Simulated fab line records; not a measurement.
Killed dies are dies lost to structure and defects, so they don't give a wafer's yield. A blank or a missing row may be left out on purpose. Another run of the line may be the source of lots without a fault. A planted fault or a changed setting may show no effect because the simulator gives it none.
Matching of chambers -- flow gf180mcu -- GF_V2_CVD_02 on pecvd-01: 3 sister chambers
The step deposits SiO2 from TEOS, target thk 850 nm, time 94.851 s. 16 wafers are shown with their chamber, then 8 later ones without.

== WAFERS, EACH WITH ITS CHAMBER ==
wafer,chamber,heaterPowerW (W),heaterPowerOuterW (W)
L074.1,1,590,338
L074.2,2,901,492
L074.6,2,707,377
L077.1,2,855,487
L077.2,1,584,322
L077.3,0,662,424
L079.1,2,849,489
L079.4,2,708,382
L079.5,1,540,286
L084.2,1,553,291
L084.5,0,626,430
L084.6,2,709,380
L085.1,0,594,379
L085.5,2,890,511
L085.6,1,466,245
L088.3,1,500,271

SIGNATURES (averages over the wafers above)
reading,chamber 0,chamber 1,chamber 2,scatter within a chamber
heaterPowerW,627.33,538.83,802.71,69.6
heaterPowerOuterW,411.00,292.17,445.43,48.3
Rule: for a wafer and a chamber, the distance is found by dividing, reading by reading, the gap between the wafer's reading and the chamber's mean by the reading's scatter, squaring, summing and taking the root. If the next closest chamber is less than 2 further off than the closest, the wafer can't be placed; otherwise it belongs to the closest. The scatter: take each reading less its chamber's mean, square it, sum over the shown wafers, divide by the number of wafers less the number of chambers, and take the root.

== WAFERS WITHOUT THEIR CHAMBER ==
wafer,heaterPowerW (W),heaterPowerOuterW (W)
L088.4,645,427
L088.6,890,516
L089.1,898,513
L089.2,594,384
L089.6,463,245
L093.2,595,390
L093.3,581,316
L093.5,736,390

== CHAMBER TAKEN BY EACH ==
wafer,from the rows above,in truth
L088.4,can't be placed: 0 or 2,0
L088.6,2,2
L089.1,2,2
L089.2,can't be placed: 0 or 1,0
L089.6,1,1
L093.2,can't be placed: 0 or 1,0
L093.3,can't be placed: 1 or 0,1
L093.5,can't be placed: 2 or 0 or 1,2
3 of 8 placed correctly. These rows do not allow placing 5 (true chamber among the candidates in 5). 0 placed wrongly.
